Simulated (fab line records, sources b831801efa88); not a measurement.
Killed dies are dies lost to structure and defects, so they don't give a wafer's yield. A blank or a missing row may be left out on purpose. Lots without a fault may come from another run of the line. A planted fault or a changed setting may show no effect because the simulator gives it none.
fab line records | flow sky130
record lots=5 wafers=15 last_day=50
route steps=708 shown POLY_GATE@205 RES_PROTECT@206 LDD_N@237 LDD_LDN@303 POLY_CUT@318 PAD_OPEN@708
lots that met no fault: from a run of the same line without faults
start_h: hours from the record's first day to the start of the lot's first wafer shown | wait_h: hours since the lot's step before | " the same as in the row above | L1.1+2: a row that stands for several wafers | - no value, or no start given | * or withheld: withheld | < > ~ a bound
route shown NAME@n: a module of which the file shows steps, and the number in the route of the first | usual: mean/standard deviation of fault-free wafers | same: alike in all rows | chamber/n: place in a boat | sites: the reading at each site | _std_site: their standard deviation | _edge_site: outer sites' mean less inner sites' | radius_mm: how far each site lies from the wafer's centre | mask NAME#n: copy n | behind: the tool/chamber that last shaped the wafer | hold: why the lot was held/for how many hours/how that ended | device: the transistor (n, p or np) that didn't switch | end of line: the same wafers' tests at the end of the route | a step without rows: its recipe alone | killed: dies lost to structure and defects at the first sort, not the wafer's yield | map: a wafer's dies, x killed, . not, _ none there
set.NAME: the setting as run; set.NAME@STEP: as run at that earlier step | model.NAME: the simulator's own value behind a step, which no gauge read
lots at some steps of the route; a table a step, a row a wafer
services: from which hour (start_h, from the record's first day; less than 0 if before it) a tool's chamber was out of use, for how many hours, and why
## steps
# step SKY_POLY_GATE_THK_MEAS_01
# recipe reads=poly-Si_of_POLY_GATE_CVD_00
# usual POLY_GATE_CVD_00_THK=179.9/1.6
# columns lot.wafer tool chamber start_h wait_h POLY_GATE_CVD_00_THK[nm]
L507.1 film_metro-02 - 349.36 0.0 178.2
L507.2 " - " " 179.6
L507.3 " - " " 179.0
L509.1 film_metro-02 - 356.12 0.0 181.6
L509.5 " - " " 181.1
L509.6 " - " " 180.8
L519.2 film_metro-01 - 430.12 0.0 177.6
L519.4 " - " " 178.6
L519.6 " - " " 178.8
L526.1 film_metro-02 - 501.39 0.0 177.9
L526.3 " - " " 176.7
L526.6 " - " " 179.5
L528.2 film_metro-01 - 508.93 0.0 178.7
L528.4 " - " " 179.5
L528.6 " - " " 178.8
# step SKY_RES_PROTECT_DEHYDRATE_00
# recipe temp_c=200 time_s=60
# step SKY_RES_PROTECT_HMDS_01
# recipe prime_time_s=60 prime_temp_c=120
# step SKY_RES_PROTECT_COAT_02
# recipe resist=NOVOLAK spin_rpm=3000 resist_thk_nm=1140
# step SKY_RES_PROTECT_SOFTBAKE_03
# recipe temp_c=90 time_s=60 resist=NOVOLAK
# step SKY_RES_PROTECT_EXPOSE_04
# recipe mask_id=RPM na=0.6 source_shape=conventional sigma_outer=0.6 polarization=unpolarized target_cd_nm=1270 dose_mj=131
# step SKY_RES_PROTECT_PEB_05
# recipe temp_c=withheld time_s=* resist=NOVOLAK
# step SKY_RES_PROTECT_DEVELOP_06
# recipe resist=NOVOLAK developer=TMAH develop_time_s=60 dev_temp_c=23
# step SKY_POLY_GATE_IMPLANT_02
# recipe species=P energy_kev=30 dose_cm2=7.7e+15 tilt_deg=0
# step SKY_RES_PROTECT_STRIP_07
# recipe chemistry=O2/N2 power_w=1400 pressure_mtorr=1500 platen_temp_c=withheld o2_flow_sccm=3000 n2_flow_sccm=300 overash_fraction=0.5
# usual drypump_motor_current_A=5.5/0.48 oes_product_au=0.517/0.0051 strip_time_to_endpoint_s=23.29/0.051
# columns lot.wafer tool chamber start_h wait_h drypump_motor_current_A oes_product_au rf_hours_counter_h strip_time_to_endpoint_s
L507.1 plasma_asher-02 1 377.85 0.1 5.4 0.514 68 23.33
L507.2 " 0 " " 5.0 0.520 68 23.33
L507.3 " 0 " " 5.0 0.520 - 23.33
L509.1 plasma_asher-04 1 385.15 0.1 6.0 0.514 55 23.31
L509.5 " 0 " " 5.8 0.524 - 23.23
L509.6 " 1 " " 6.0 0.513 - 23.31
L519.2 plasma_asher-02 1 460.63 0.1 5.4 0.513 3 23.31
L519.4 " 1 " " 5.4 0.521 - 23.24
L519.6 " 0 " " 4.9 0.519 - 23.33
L526.1 plasma_asher-02 1 531.83 0.1 5.4 0.517 10 23.25
L526.3 " 1 " " 5.4 0.521 - 23.27
L526.6 " 1 " " 5.4 0.517 - 23.31
L528.2 plasma_asher-03 0 539.25 0.1 4.9 0.513 42 23.33
L528.4 " 0 " " 4.9 0.530 - 23.37
L528.6 " 0 " " 4.9 0.508 - 23.34
# step SKY_RES_PROTECT_TW_MEAS_08
# usual POLY_GATE_TW=4049/20
# columns lot.wafer tool chamber start_h wait_h POLY_GATE_TW
L507.1 film_metro-01 - 377.95 0.1 4044
L507.2 " - " " 4029
L507.3 " - " " 4044
L509.1 film_metro-01 - 385.25 0.1 4073
L509.5 " - " " 4077
L509.6 " - " " 4071
L519.2 film_metro-02 - 460.74 0.1 4034
L519.4 " - " " 4024
L519.6 " - " " 4018
L526.1 film_metro-04 - 531.93 0.1 4054
L526.3 " - " " 4053
L526.6 " - " " 4053
L528.2 film_metro-01 - 539.36 0.1 4086
L528.4 " - " " 4060
L528.6 " - " " 4070
# step SKY_RES_PROTECT_CLEAN_09
# recipe chemistry=SC1/SC2 mix=1:4:20 temp_c=70 time_s=150 dry=n2_spin
# step SKY_POLY_GATE_CVD_03
# recipe material=Si3N4 precursor=DCS/NH3 target_thk_nm=75 temp_c=770 time_s=1290 pressure_mtorr=250
# columns lot.wafer tool chamber start_h wait_h model.Si3N4_of_POLY_GATE_CVD_03.thk_nm
L507.1 lpcvd-02 1 378.73 0.7 73.86
L507.2 " 1 " " 74.83
L507.3 " 1 " " 74.13
L509.1 lpcvd-02 0 385.36 0.0 75.67
L509.5 " 0 " " 75.71
L509.6 " 0 " " 75.45
L519.2 lpcvd-02 0 460.84 0.0 51.16
L519.4 " 0 " " 51.37
L519.6 " 0 " " 51.31
L526.1 lpcvd-02 0 532.04 0.0 75.26
L526.3 " 0 " " 75.39
L526.6 " 0 " " 75.22
L528.2 lpcvd-02 1 539.46 0.0 74.62
L528.4 " 1 " " 75.15
L528.6 " 1 " " 75.69
# step SKY_POLY_GATE_THK_MEAS_04
# recipe reads=Si3N4_of_POLY_GATE_CVD_03
# usual POLY_GATE_CVD_03_THK=75.5/0.78
# columns lot.wafer tool chamber start_h wait_h POLY_GATE_CVD_03_THK[nm]
L507.1 film_metro-02 - 380.09 0.0 73.8
L507.2 " - " " 74.9
L507.3 " - " " 74.2
L509.1 film_metro-03 - 386.72 0.0 75.6
L509.5 " - " " 75.7
L509.6 " - " " 75.4
L519.2 film_metro-02 - 462.21 0.0 51.2
L519.4 " - " " 51.4
L519.6 " - " " 51.3
L526.1 film_metro-02 - 533.40 0.0 75.2
L526.3 " - " " 75.3
L526.6 " - " " 75.2
L528.2 film_metro-03 - 540.83 0.0 74.6
L528.4 " - " " 75.1
L528.6 " - " " 75.8
# step SKY_POLY_GATE_DEHYDRATE_05
# recipe temp_c=200 time_s=60
# step SKY_POLY_GATE_HMDS_06
# recipe prime_time_s=60 prime_temp_c=120
# step SKY_POLY_GATE_COAT_07
# recipe resist=BARC temp_c=withheld time_s=withheld spin_rpm=3000 resist_thk_nm=110
# step SKY_POLY_GATE_COAT_08
# recipe resist=KrF-thick spin_rpm=3000 resist_thk_nm=450
# step SKY_POLY_GATE_SOFTBAKE_09
# recipe temp_c=100 time_s=90 resist=KrF-thick
# step SKY_POLY_GATE_EXPOSE_10
# recipe mask_id=P1M na=0.68 source_shape=conventional sigma_outer=0.6 target_cd_nm=150 dose_mj=28
# step SKY_POLY_GATE_PEB_11
# recipe peb_temp_c=withheld peb_time_s=withheld resist=KrF-thick
# step SKY_POLY_GATE_DEVELOP_12
# recipe develop_time_s=60 resist=KrF-thick dev_temp_c=21
# step SKY_POLY_GATE_CD_MEAS_13
# recipe target_cd_nm=150
# usual cd_nm=150.2/1.3
# columns lot.wafer tool chamber start_h wait_h cd_nm
L507.1 cd_sem-02 - 410.33 - 147.9
L507.2 " - " " 147.9
L507.3 " - " " 149.1
L509.1 cd_sem-01 - 417.69 - 151.7
L509.5 " - " " 151.9
L509.6 " - " " 153.2
L519.2 cd_sem-02 - 493.18 - 150.4
L519.4 " - " " 151.5
L519.6 " - " " 150.3
L526.1 cd_sem-01 - 562.94 - 150.7
L526.3 " - " " 149.0
L526.6 " - " " 150.2
L528.2 cd_sem-02 - 570.80 - 149.8
L528.4 " - " " 150.9
L528.6 " - " " 150.8
# step SKY_POLY_GATE_OVL_MEAS_14
# usual POLY_GATE_OVL=2/5.5
# columns lot.wafer tool chamber start_h wait_h POLY_GATE_OVL[nm]
L507.1 overlay-02 - 410.45 0.1 9
L507.2 " - " " 7
L507.3 " - " " 5
L509.1 overlay-02 - 417.81 0.1 2
L509.5 " - " " 0
L509.6 " - " " 6
L519.2 overlay-02 - 493.29 0.1 9
L519.4 " - " " 7
L519.6 " - " " 8
L526.1 overlay-01 - 563.06 0.1 -1
L526.3 " - " " 2
L526.6 " - " " -4
L528.2 overlay-02 - 570.90 0.1 2
L528.4 " - " " 0
L528.6 " - " " 1
# step SKY_POLY_GATE_ETCH_15
# recipe chemistry=N2/H2 target=BARC ion_energy_ev=200 source_w=500 bias_w=100 pressure_mtorr=30 n2_flow_sccm=100 h2_flow_sccm=200 stop_on=SiO2 time_s=118.5 target_depth_a=1100
# usual drypump_motor_current_A=5.8/0.39 h2_flow_sccm=200.0/0.59 oes_product_au=0.717/0.0046 throttle_valve_pct=13.212/0.01
# columns lot.wafer tool chamber start_h wait_h drypump_motor_current_A h2_flow_sccm oes_product_au rf_hours_counter_h throttle_valve_pct
L507.1 rie_diel-03 3 410.49 0.0 5.9 199.3 0.720 2 13.208
L507.2 " 0 " " 5.3 200.1 0.717 5 13.206
L507.3 " 2 " " 5.5 199.3 0.716 10 13.208
L509.1 rie_diel-04 0 417.84 0.0 5.1 198.4 0.717 76 13.201
L509.5 " 1 " " 5.7 199.3 0.713 - 13.197
L509.6 " 2 " " 6.3 200.9 0.719 - 13.213
L519.2 rie_diel-01 2 493.32 0.0 5.8 198.8 0.714 71 13.205
L519.4 " 0 " " 6.2 200.5 0.721 2 13.213
L519.6 " 1 " " 5.8 199.8 0.712 - 13.211
L526.1 rie_diel-01 0 563.09 0.0 6.1 200.1 0.712 3 13.214
L526.3 " 3 " " 5.8 200.3 0.716 63 13.207
L526.6 " 1 " " 5.8 199.0 0.719 - 13.237
L528.2 rie_diel-01 1 570.93 0.0 5.8 200.0 0.718 16 13.209
L528.4 " 2 " " 5.8 200.2 0.716 73 13.227
L528.6 " 1 " " 5.8 200.3 0.713 - 13.212
# step SKY_POLY_GATE_ETCH_16
# recipe stop_on=poly-Si chemistry=CH3F/O2 target=Si3N4 source_w=400 bias_w=80 pressure_mtorr=25 ch3f_flow_sccm=40 O2_flow_sccm=30 time_s=147.5 target_depth_a=750
# usual drypump_motor_current_A=5.7/0.39 oes_product_au=0.643/0.0052 throttle_valve_pct=10.536/0.0099
# columns lot.wafer tool chamber start_h wait_h drypump_motor_current_A oes_product_au rf_hours_counter_h throttle_valve_pct model.etch.depth_nm
L507.1 rie_diel-03 3 410.57 0.0 5.9 0.637 2 10.522 73.86
L507.2 " 0 " " 5.2 0.645 5 10.539 74.83
L507.3 " 2 " " 5.5 0.635 10 10.548 74.13
L509.1 rie_diel-04 0 417.93 0.0 5.1 0.642 76 10.539 75.67
L509.5 " 1 " " 5.7 0.643 - 10.515 75.71
L509.6 " 2 " " 6.2 0.646 - 10.529 75.45
L519.2 rie_diel-01 2 493.40 0.0 5.8 0.555 71 10.507 51.16
L519.4 " 0 " " 6.2 0.564 2 10.520 51.37
L519.6 " 1 " " 5.8 0.549 - 10.530 51.31
L526.1 rie_diel-01 0 563.17 0.0 6.1 0.640 3 10.530 75.26
L526.3 " 3 " " 5.8 0.645 63 10.535 75.39
L526.6 " 1 " " 5.8 0.649 - 10.521 75.22
L528.2 rie_diel-01 1 571.02 0.0 5.8 0.636 16 10.537 74.62
L528.4 " 2 " " 5.8 0.634 73 10.534 75.15
L528.6 " 1 " " 5.7 0.652 - 10.551 75.69
# step SKY_POLY_GATE_ETCH_17
# recipe target_depth_nm=180 stop_on=SiO2 over_etch_frac=0.56667 chemistry=HBr/Cl2 target=poly-Si icp_w=400 bias_w=100 pressure_mtorr=10 HBr_flow_sccm=150 Cl2_flow_sccm=50 time_s=70.5
# usual drypump_motor_current_A=5.8/0.48 oes_product_au=0.984/0.007 throttle_valve_pct=33.686/0.0086
# columns lot.wafer tool chamber start_h wait_h drypump_motor_current_A oes_product_au rf_hours_counter_h throttle_valve_pct
L507.1 rie_si-02 1 410.67 0.0 4.8 0.973 0 33.663
L507.2 " 2 " " 5.7 0.995 75 33.691
L507.3 " 0 " " 5.6 0.984 3 33.684
L509.1 rie_si-01 0 418.02 0.0 5.9 0.979 26 33.672
L509.5 " 1 " " 5.6 0.976 - 33.701
L509.6 " 0 " " 5.9 0.981 - 33.700
L519.2 rie_si-02 2 493.50 0.0 5.7 0.983 0 33.692
L519.4 " 1 " " 4.9 0.981 1 33.687
L519.6 " 2 " " 5.7 0.985 - 33.698
L526.1 rie_si-01 2 563.27 0.0 6.6 0.984 0 33.681
L526.3 " 0 " " 5.9 0.974 27 33.683
L526.6 " 0 " " 5.9 0.982 - 33.682
L528.2 rie_si-01 1 571.12 0.0 5.6 0.984 3 33.668
L528.4 " 1 " " 5.6 0.977 - 33.691
L528.6 " 2 " " 6.7 0.975 - 33.696
# step SKY_POLY_GATE_STRIP_18
# recipe chemistry=O2/N2 power_w=1400 pressure_mtorr=1500 platen_temp_c=withheld o2_flow_sccm=3000 n2_flow_sccm=300 overash_fraction=0.5
# usual drypump_motor_current_A=5.6/0.6 oes_product_au=0.361/0.005 strip_time_to_endpoint_s=3.16/0.049
# columns lot.wafer tool chamber start_h wait_h drypump_motor_current_A oes_product_au rf_hours_counter_h strip_time_to_endpoint_s
L507.1 plasma_asher-02 1 410.72 0.0 5.4 0.366 72 3.17
L507.2 " 0 " " 4.9 0.368 72 3.19
L507.3 " 1 " " 5.4 0.355 - 3.10
L509.1 plasma_asher-02 1 418.08 0.0 5.4 0.373 72 3.12
L509.5 " 0 " " 4.9 0.360 - 3.09
L509.6 " 1 " " 5.4 0.359 - 3.06
L519.2 plasma_asher-02 0 493.56 0.0 4.9 0.363 6 3.17
L519.4 " 1 " " 5.4 0.366 - 3.15
L519.6 " 1 " " 5.4 0.365 - 3.14
L526.1 plasma_asher-01 1 563.33 0.0 5.6 0.356 87 3.17
L526.3 " 0 " " 6.4 0.359 - 3.12
L526.6 " 1 " " 5.6 0.356 - 3.16
L528.2 plasma_asher-02 0 571.17 0.0 4.9 0.363 14 3.17
L528.4 " 0 " " 5.0 0.362 - 3.16
L528.6 " 0 " " 4.9 0.365 - 3.15
# step SKY_POLY_GATE_CLEAN_19
# recipe chemistry=SC1/SC2 mix=1:4:20 temp_c=70 time_s=150 dry=n2_spin
# step SKY_POLY_GATE_OXIDATION_20
# recipe temp_c=850 ambient=O2 stabilise_s=600 purge_s=300 target_thk_a=40 ox_time_s=899
# step SKY_POLY_GATE_THK_MEAS_21
# recipe reads=SiO2_of_POLY_GATE_OXIDATION_20
# usual POLY_GATE_OXIDATION_THK=3.99/0.077
# columns lot.wafer tool chamber start_h wait_h POLY_GATE_OXIDATION_THK[nm]
L507.1 film_metro-01 - 413.07 0.0 4.06
L507.2 " - " " 4.05
L507.3 " - " " 4.06
L509.1 film_metro-02 - 420.26 0.0 3.96
L509.5 " - " " 3.92
L509.6 " - " " 4.00
L519.2 film_metro-02 - 494.97 0.0 3.93
L519.4 " - " " 4.02
L519.6 " - " " 3.92
L526.1 film_metro-03 - 564.73 0.0 4.06
L526.3 " - " " 3.92
L526.6 " - " " 3.92
L528.2 film_metro-02 - 572.58 0.0 4.08
L528.4 " - " " 3.88
L528.6 " - " " 3.98
# step SKY_POLY_GATE_CD_MEAS_22
# usual cd_nm=150.3/2.6
# columns lot.wafer tool chamber start_h wait_h cd_nm
L507.1 cd_sem-01 - 413.13 0.1 145.4
L507.2 " - " " 152.1
L507.3 " - " " 151.0
L509.1 cd_sem-02 - 420.32 0.1 149.2
L509.5 " - " " 148.2
L509.6 " - " " 151.3
L519.2 cd_sem-02 - 495.04 0.1 154.5
L519.4 " - " " 154.6
L519.6 " - " " 152.4
L526.1 cd_sem-02 - 564.79 0.1 154.1
L526.3 " - " " 147.3
L526.6 " - " " 149.7
L528.2 cd_sem-01 - 572.66 0.1 149.4
L528.4 " - " " 151.7
L528.6 " - " " 150.9
# step SKY_LDD_N_DEHYDRATE_00
# recipe temp_c=200 time_s=60
# step SKY_LDD_N_HMDS_01
# recipe prime_time_s=60 prime_temp_c=120
# step SKY_LDD_N_COAT_02
# recipe resist=NOVOLAK spin_rpm=3000 resist_thk_nm=300
# step SKY_LDD_N_SOFTBAKE_03
# recipe temp_c=90 time_s=60 resist=NOVOLAK
# step SKY_LDD_N_EXPOSE_04
# recipe mask_id=NTM target_cd_nm=840 na=0.6 source_shape=conventional sigma_outer=0.6 dose_mj=110
# step SKY_LDD_N_PEB_05
# recipe temp_c=withheld time_s=* resist=NOVOLAK
# step SKY_LDD_N_DEVELOP_06
# recipe develop_time_s=60 dev_temp_c=23
# step SKY_LDD_N_OVL_MEAS_07
# usual LDD_N_OVL=-1.1/1.4
# columns lot.wafer tool chamber start_h wait_h LDD_N_OVL[nm]
L507.1 overlay-01 - 443.43 0.1 -1.6
L507.2 " - " " -1.0
L507.3 " - " " -2.8
L509.1 overlay-02 - 451.93 0.1 -2.0
L509.5 " - " " -2.7
L509.6 " - " " -1.1
L519.2 overlay-01 - 525.86 0.1 -2.5
L519.4 " - " " -3.0
L519.6 " - " " -3.9
L526.1 overlay-02 - 593.63 0.1 0.7
L526.3 " - " " 0.2
L526.6 " - " " -1.2
L528.2 overlay-02 - 600.96 0.1 -1.8
L528.4 " - " " -0.3
L528.6 " - " " -0.7
# step SKY_LDD_N_IMPLANT_08
# recipe species=As energy_kev=20 dose_cm2=7.5e+13 tilt_deg=withheld rotation_deg=23
# step SKY_LDD_N_IMPLANT_09
# recipe species=As energy_kev=20 dose_cm2=7.5e+13 tilt_deg=withheld rotation_deg=113
# step SKY_LDD_LDN_CLEAN_14
# recipe chemistry=SC1/SC2 mix=1:4:20 temp_c=70 time_s=150 dry=n2_spin
# columns lot.wafer tool chamber start_h wait_h model.Si3N4_of_POLY_GATE_CVD_03.thk_nm
L507.1 wet_bench-01 3 568.37 0.1 73.72
L507.2 " 3 " " 74.7
L507.3 " 3 " " 74
L509.1 wet_bench-02 0 576.55 0.1 75.54
L509.5 " 0 " " 75.57
L509.6 " 0 " " 75.31
L519.2 wet_bench-01 2 644.97 0.0 51.02
L519.4 " 2 " " 51.23
L519.6 " 2 " " 51.17
L526.1 wet_bench-03 1 708.27 0.1 75.12
L526.3 " 1 " " 75.26
L526.6 " 1 " " 75.09
L528.2 wet_bench-02 0 716.51 0.0 74.48
L528.4 " 0 " " 75.02
L528.6 " 0 " " 75.56
# step SKY_POLY_CUT_ETCH_11
# recipe target=Si3N4 chemistry=CF4/CH2F2/Ar stop_on=poly-Si source_w=600 bias_w=150 pressure_mtorr=40 cf4_flow_sccm=40 ch2f2_flow_sccm=20 Ar_flow_sccm=150 time_s=42.5 target_depth_a=600
# usual cf4_flow_sccm=40.00/0.11 drypump_motor_current_A=5.7/0.44 oes_product_au=0.830/0.0072 throttle_valve_pct=14.994/0.009
# columns lot.wafer tool chamber start_h wait_h cf4_flow_sccm drypump_motor_current_A oes_product_au rf_hours_counter_h throttle_valve_pct model.etch.depth_nm model.POLY_CUT.feature_depth_nm
L507.1 rie_diel-01 3 599.71 0.0 40.11 5.8 0.815 64 15.002 60.75 60.75
L507.2 " 1 " " 39.81 5.8 0.830 17 14.998 61.88 61.88
L507.3 " 0 " " 39.99 6.2 0.821 4 14.969 60.66 60.66
L509.1 rie_diel-03 0 608.40 0.0 39.82 5.3 0.829 8 14.996 61.94 61.94
L509.5 " 3 " " 39.81 6.0 0.835 - 15.014 62.75 62.75
L509.6 " 2 " " 39.92 5.4 0.820 - 14.999 62.17 62.17
L519.2 rie_diel-03 0 679.13 0.0 39.91 5.3 0.676 10 14.984 42.21 42.21
L519.4 " 2 " " 40.09 5.4 0.682 16 14.974 42.13 42.13
L519.6 " 2 " " 39.93 5.4 0.679 - 14.992 42.33 42.33
L526.1 rie_diel-02 0 737.38 0.0 40.08 6.5 0.825 20 14.988 61.91 61.91
L526.3 " 2 " " 39.88 5.5 0.833 13 14.997 62 62
L526.6 " 3 " " 39.84 5.2 0.831 - 14.993 61.88 61.88
L528.2 rie_diel-02 1 746.28 0.0 39.84 5.2 0.816 4 14.998 61.62 61.62
L528.4 " 2 " " 40.10 5.5 0.835 13 14.998 62.02 62.02
L528.6 " 2 " " 40.01 5.5 0.825 - 15.005 62.53 62.53
# step SKY_PAD_OPEN_PROBE_99
# usual killed_at_M0_to_M3=43/7 killed_at_M4_up=3.1/1.9 killed_at_contacts=25/6.1 killed_at_front_end=15/4.5 killed_at_other=0.3/0.55 killed_dies=87/8.9 killed_open=47/6.4 killed_short=40/6.6
# same gross_dies=492 killed_at_back_side=0
# columns lot.wafer tool chamber start_h wait_h killed_at_M0_to_M3 killed_at_M4_up killed_at_contacts killed_at_front_end killed_at_other killed_dies killed_open killed_short model.etest.cap_li_to_poly.c_af_um2
L507.1 prober-01 - 1109.12 0.1 49 2 25 10 0 86 41 45 97.54
L507.2 prober-01 - 1109.17 0.1 39 5 27 12 0 83 47 35 99.84
L507.3 prober-01 - 1109.22 0.2 40 4 35 13 0 92 47 44 98.68
L509.1 prober-02 - 1110.62 0.1 36 4 32 11 0 83 41 42 96.21
L509.5 prober-02 - 1110.82 0.2 55 4 27 11 0 97 47 50 97.64
L509.6 prober-02 - 1110.87 0.2 43 3 38 14 2 100 45 55 98.41
L519.2 prober-02 - 1162.92 0.1 39 7 24 12 0 82 46 36 96.88
L519.4 prober-02 - 1163.02 0.2 40 1 28 9 3 81 48 32 95.67
L519.6 prober-02 - 1163.12 0.2 42 1 17 17 0 77 30 47 97.42
L526.1 prober-02 - 1201.93 0.1 30 1 25 29 0 85 45 40 100.6
L526.3 prober-02 - 1202.03 0.2 23 4 25 13 0 65 32 33 99.92
L526.6 prober-02 - 1202.18 0.2 30 4 39 27 1 101 48 53 98.83
L528.2 prober-01 - 1204.32 0.1 48 3 29 12 1 93 43 50 96.15
L528.4 prober-01 - 1204.42 0.2 42 1 25 23 0 91 49 42 94.88
L528.6 prober-01 - 1204.52 0.2 45 2 28 18 0 93 55 38 98.03
# killed by level:class
L507.1 CONTACT:geometric_particle:open=9 VIA1:geometric_particle:open=9 METAL3:geometric_particle:short=7 LI_CONTACT:geometric_particle:short=6 METAL2:geometric_particle:short=6 FIELD_ISO:geometric_particle:open=5 METAL1:geometric_particle:short=5 VIA2:geometric_particle:open=5
L507.2 LI_CONTACT:geometric_particle:open=12 VIA1:geometric_particle:open=8 CONTACT:geometric_particle:open=7 VIA1:geometric_particle:short=7 VIA2:geometric_particle:open=6 VIA3:geometric_particle:open=5 METAL2:geometric_particle:short=4 FIELD_ISO:geometric_particle:short=3
L507.3 CONTACT:geometric_particle:open=12 LI_CONTACT:geometric_particle:open=11 VIA3:geometric_particle:open=9 METAL1:geometric_particle:short=7 CONTACT:geometric_particle:short=5 METAL2:geometric_particle:short=5 VIA1:geometric_particle:open=5 POLY_GATE:geometric_particle:short=4
L509.1 CONTACT:geometric_particle:short=9 LOCAL_INTERCONNECT:geometric_particle:short=8 VIA2:geometric_particle:open=8 LI_CONTACT:geometric_particle:open=7 CONTACT:geometric_particle:open=6 VIA1:geometric_particle:open=6 METAL2:geometric_particle:short=6 FIELD_ISO:geometric_particle:short=4
L509.5 VIA1:geometric_particle:open=13 LI_CONTACT:geometric_particle:open=8 CONTACT:geometric_particle:open=8 METAL1:geometric_particle:short=8 METAL2:geometric_particle:short=6 CONTACT:geometric_particle:short=5 FIELD_ISO:geometric_particle:short=5 LOCAL_INTERCONNECT:geometric_particle:short=5
L509.6 CONTACT:geometric_particle:short=11 VIA2:geometric_particle:open=8 CONTACT:geometric_particle:open=8 LI_CONTACT:geometric_particle:open=7 LOCAL_INTERCONNECT:geometric_particle:short=6 VIA1:geometric_particle:open=6 VIA3:geometric_particle:open=6 METAL2:geometric_particle:short=6
L519.2 VIA2:geometric_particle:open=10 CONTACT:geometric_particle:open=9 VIA1:geometric_particle:short=7 CONTACT:geometric_particle:short=6 VIA1:geometric_particle:open=6 VIA3:geometric_particle:open=5 METAL4:geometric_particle:short=5 POLY_GATE:geometric_particle:open=4
L519.4 VIA1:geometric_particle:open=13 CONTACT:geometric_particle:short=8 VIA2:geometric_particle:open=8 VIA1:geometric_particle:short=7 CONTACT:geometric_particle:open=7 LI_CONTACT:geometric_particle:open=6 VIA3:geometric_particle:open=6 FIELD_ISO:geometric_particle:short=4
L519.6 VIA1:geometric_particle:open=11 LI_CONTACT:geometric_particle:short=7 METAL1:geometric_particle:short=5 VIA1:geometric_particle:short=5 VIA2:geometric_particle:short=5 CONTACT:geometric_particle:open=4 METAL3:geometric_particle:short=4 METAL2:geometric_particle:short=4
L526.1 FIELD_ISO:geometric_particle:short=9 LI_CONTACT:geometric_particle:open=8 POLY_GATE:geometric_particle:short=7 VIA3:geometric_particle:open=7 VIA1:geometric_particle:open=6 FIELD_ISO:geometric_particle:open=5 CONTACT:geometric_particle:open=5 POLY_GATE:geometric_particle:open=4
L526.3 CONTACT:geometric_particle:open=10 CONTACT:geometric_particle:short=6 VIA1:geometric_particle:open=4 LOCAL_INTERCONNECT:geometric_particle:short=4 METAL2:geometric_particle:short=4 FIELD_ISO:geometric_particle:open=3 POLY_GATE:geometric_particle:short=3 LI_CONTACT:geometric_particle:short=3
L526.6 CONTACT:geometric_particle:open=14 LOCAL_INTERCONNECT:geometric_particle:short=11 POLY_GATE:geometric_particle:open=9 FIELD_ISO:geometric_particle:short=6 POLY_GATE:geometric_particle:short=6 LI_CONTACT:geometric_particle:open=6 VIA3:geometric_particle:short=5 CONTACT:geometric_particle:short=5
L528.2 VIA1:geometric_particle:open=11 VIA1:geometric_particle:short=10 CONTACT:geometric_particle:open=9 LI_CONTACT:geometric_particle:open=7 LI_CONTACT:geometric_particle:short=6 CONTACT:geometric_particle:short=6 METAL2:geometric_particle:short=6 FIELD_ISO:geometric_particle:short=5
L528.4 VIA1:geometric_particle:open=10 FIELD_ISO:geometric_particle:open=8 LI_CONTACT:geometric_particle:open=7 METAL1:geometric_particle:short=7 POLY_GATE:geometric_particle:open=6 CONTACT:geometric_particle:open=6 LOCAL_INTERCONNECT:geometric_particle:short=6 POLY_GATE:geometric_particle:short=4
L528.6 CONTACT:geometric_particle:open=16 VIA1:geometric_particle:open=9 VIA2:geometric_particle:open=8 VIA3:geometric_particle:open=7 POLY_GATE:geometric_particle:short=6 FIELD_ISO:geometric_particle:short=5 METAL1:geometric_particle:short=5 LI_CONTACT:geometric_particle:open=5
## services
# columns tool chamber start_h hours kind
rie_diel-01 3 365.49 5.5 repair
rie_diel-01 1 370.31 7.6 repair
rie_diel-03 - 372.11 0.4 repair
rie_diel-03 3 380.15 5.9 repair
rie_diel-03 3 394.23 6.4 repair
rie_diel-01 1 398.59 2.4 repair
rie_diel-01 - 412.76 2.8 pm
plasma_asher-02 - 421.25 9.0 pm
plasma_asher-02 - 436.40 1.2 repair
rie_diel-01 2 439.65 8.7 repair
lpcvd-02 - 456.14 1.1 repair
rie_diel-03 0 457.09 44.6 repair
rie_diel-03 1 457.36 15.0 repair
rie_diel-01 3 468.79 8.2 repair
rie_diel-03 2 489.26 5.8 repair
rie_diel-03 - 490.85 4.2 repair
plasma_asher-02 - 498.19 2.2 repair
rie_diel-01 0 516.60 16.0 repair
rie_diel-01 3 539.05 3.9 repair
lpcvd-02 - 562.02 1.9 repair
plasma_asher-02 - 592.44 2.4 repair
lpcvd-02 - 637.73 6.1 pm
rie_diel-01 0 669.76 5.2 repair
rie_diel-01 1 683.42 1.3 repair
## key
first_sign step=SKY_POLY_GATE_THK_MEAS_04 reading=POLY_GATE_CVD_03_THK direction=down sigmas=31 usual=75.5 struck=51.3
effect step=SKY_POLY_GATE_ETCH_16 reading=oes_product_au direction=down sigmas=17 usual=0.643 struck=0.556
effect step=SKY_POLY_CUT_ETCH_11 reading=oes_product_au direction=down sigmas=21 usual=0.830 struck=0.679
model_effect step=SKY_POLY_GATE_CVD_03 value=Si3N4_of_POLY_GATE_CVD_03.thk_nm without=75.09 struck=51.28
model_effect step=SKY_POLY_GATE_ETCH_16 value=etch.depth_nm without=75.09 struck=51.28
model_effect step=SKY_LDD_LDN_CLEAN_14 value=Si3N4_of_POLY_GATE_CVD_03.thk_nm without=74.95 struck=51.14
model_effect step=SKY_POLY_CUT_ETCH_11 value=etch.depth_nm without=61.88 struck=42.22
model_effect step=SKY_PAD_OPEN_PROBE_99 value=etest.cap_li_to_poly.c_af_um2 without=99.81 struck=96.66
met_at SKY_POLY_GATE_CVD_03
struck_wafers L519.2,L519.4,L519.6
tester_left_out L519
onset_between 385.36 460.84
fault kind=process_parameter_drift tool=lpcvd-02 chamber=0 onset_h=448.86 steps=SKY_POLY_GATE_CVD_03 channel=target_thk_nm offset=-23.811 shape=step end_h=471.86 acts_in=these_recipes_only stated=75
# tester_left_out: of these lots the tester's yield and bins aren't shown, on N5 and GAA mostly nor the transistor test; their killed dies are dies lost to structure and defects alone, not to doping, threshold or leakage, so they don't give the yield
